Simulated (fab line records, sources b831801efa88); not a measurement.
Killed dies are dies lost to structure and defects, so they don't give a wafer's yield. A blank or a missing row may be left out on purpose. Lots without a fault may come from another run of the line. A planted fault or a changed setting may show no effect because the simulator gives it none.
Which tool did it? | flow sky130 | 13 lots, 39 wafers sampled, at 4 steps of a route of 708

WHAT THE GAUGES READ, wafer by wafer
SKY_FIELD_ISO_THK_MEAS_04. Usual: FIELD_ISO_CVD_03_THK 164.1 nm, standard deviation 1.5.
lot  | measured    | on            | FIELD_ISO_CVD_03_THK (nm) | flag
L972 | day 1 14:17 | film_metro-03 | 164.7 165.7 165.8         |
L973 | day 1 20:07 | film_metro-01 | 163.8 163.4 163.8         |
L974 | day 1 23:29 | film_metro-03 | 165.0 163.8 165.6         |
L976 | day 2 09:31 | film_metro-04 | 164.3 163.3 164.8         |
L978 | day 2 22:18 | film_metro-03 | 163.9 163.5 163.5         |
L979 | day 3 00:29 | film_metro-01 | 166.6 167.1 167.2         |
L980 | day 3 05:53 | film_metro-01 | 163.3 165.4 162.8         |
L981 | day 3 11:18 | film_metro-04 | 163.8 163.7 164.5         |
L983 | day 3 22:49 | film_metro-03 | 165.7 165.1 167.8         |
L984 | day 4 02:53 | film_metro-01 | 166.0 165.5 165.4         |
L987 | day 4 18:40 | film_metro-03 | 164.7 165.4 164.0         |
L989 | day 5 03:46 | film_metro-01 | 164.3 162.9 164.4         |
L995 | day 6 10:39 | film_metro-04 | 163.1 163.7 166.2         |

SKY_LOCAL_INTERCONNECT_RS_MEAS_01: measures by four-point-probe. Usual: LOCAL_INTERCONNECT_TIN_RS 14.07 ohm/sq, standard deviation 0.19.
lot  | measured     | on            | LOCAL_INTERCONNECT_TIN_RS (ohm/sq) | flag
L972 | day 29 06:40 | film_metro-01 | 13.94 14.00 13.75                  |
L973 | day 29 18:53 | film_metro-02 | 13.91 13.92 13.82                  |
L974 | day 29 16:52 | film_metro-03 | 14.37 14.15 14.36                  |
L976 | day 30 19:31 | film_metro-01 | 14.20 14.16 14.17                  |
L978 | day 31 19:02 | film_metro-03 | 14.12 13.83 13.85                  |
L979 | day 31 21:58 | film_metro-02 | 14.00 13.97 14.14                  |
L980 | day 32 07:07 | film_metro-01 | 14.05 13.99 13.95                  |
L981 | day 32 11:52 | film_metro-02 | 14.07 14.04 14.28                  |
L983 | day 33 13:06 | film_metro-01 | 13.84 13.84 13.76                  |
L984 | day 33 10:55 | film_metro-03 | 14.49 14.46 14.36                  |
L987 | day 34 05:11 | film_metro-03 | 14.37 14.40 14.31                  |
L989 | day 34 21:08 | film_metro-03 | 13.81 14.11 13.83                  |
L995 | day 37 02:57 | film_metro-02 | 14.20 14.15 13.86                  |

WHICH TOOL RAN EACH LOT (tool, then ch and the chambers of the sampled wafers, then the start)
lot  | SKY_DNWELL_EXPOSE_04               | SKY_LOCAL_INTERCONNECT_SPUTTER_00
L972 | iline_stepper-01 ch 0, day 2 19:23 | pvd_sputter-04, day 29 06:32
L973 | iline_stepper-02 ch 0, day 3 00:59 | pvd_sputter-03, day 29 18:50
L974 | iline_stepper-02 ch 0, day 3 05:08 | pvd_sputter-03, day 29 16:47
L976 | iline_stepper-01 ch 0, day 3 15:35 | pvd_sputter-04, day 30 19:23
L978 | iline_stepper-02 ch 0, day 4 07:05 | pvd_sputter-04, day 31 18:57
L979 | iline_stepper-01 ch 0, day 4 10:41 | pvd_sputter-04, day 31 21:53
L980 | iline_stepper-01 ch 0, day 4 15:55 | pvd_sputter-04, day 32 07:01
L981 | iline_stepper-02 ch 0, day 4 20:22 | pvd_sputter-04, day 32 11:48
L983 | iline_stepper-01 ch 0, day 5 07:19 | pvd_sputter-04, day 33 13:02
L984 | iline_stepper-01 ch 0, day 5 13:42 | pvd_sputter-01, day 33 10:50
L987 | iline_stepper-01 ch 0, day 6 05:03 | pvd_sputter-01, day 34 05:06
L989 | iline_stepper-01 ch 0, day 6 14:50 | pvd_sputter-03, day 34 21:04
L995 | iline_stepper-01 ch 0, day 8 03:25 | pvd_sputter-03, day 37 02:53
- SKY_DNWELL_EXPOSE_04: exposes mask DNM, target cd 3000 nm.
- SKY_LOCAL_INTERCONNECT_SPUTTER_00: material TiN, target thk 100 nm, time 83.3 s.

WHAT THE TOOLS THEMSELVES READ (means of the sampled wafers that have a number; where no wafer has one, the mark that the record gives instead)
SKY_LOCAL_INTERCONNECT_SPUTTER_00. Usual: throttle_valve_pct 30.5 %, standard deviation 1.2.
lot  | tool           | throttle_valve_pct (%) | flag
L972 | pvd_sputter-04 | 30.6                   |
L973 | pvd_sputter-03 | 29.2                   |
L974 | pvd_sputter-03 | 29.6                   |
L976 | pvd_sputter-04 | 32.2                   |
L978 | pvd_sputter-04 | 30.6                   |
L979 | pvd_sputter-04 | 31.8                   |
L980 | pvd_sputter-04 | 31.6                   |
L981 | pvd_sputter-04 | 31.4                   |
L983 | pvd_sputter-04 | 31.3                   |
L984 | pvd_sputter-01 | 29.3                   |
L987 | pvd_sputter-01 | 29.9                   |
L989 | pvd_sputter-03 | 29.4                   |
L995 | pvd_sputter-03 | 29.0                   |

THE ANSWER, worked out from the rows above alone
Rule: a lot is off if the mean of its wafers that have a number lies more than 3 standard deviations from the usual mean. A lot without any number at a reading at which 4 lots or more have one is off too. The other lots that the step has rows for count as sound. The gauges are gone through in route order, then the tools' own readings, and for those a lot's mean is taken as printed above. The first step at which some lot is off is used, and at that step the reading that is off furthest; a lot without a number counts as furthest.
No lot is off at any reading shown: from this, nothing can be told.

WHAT THE SIMULATOR HAD PUT IN
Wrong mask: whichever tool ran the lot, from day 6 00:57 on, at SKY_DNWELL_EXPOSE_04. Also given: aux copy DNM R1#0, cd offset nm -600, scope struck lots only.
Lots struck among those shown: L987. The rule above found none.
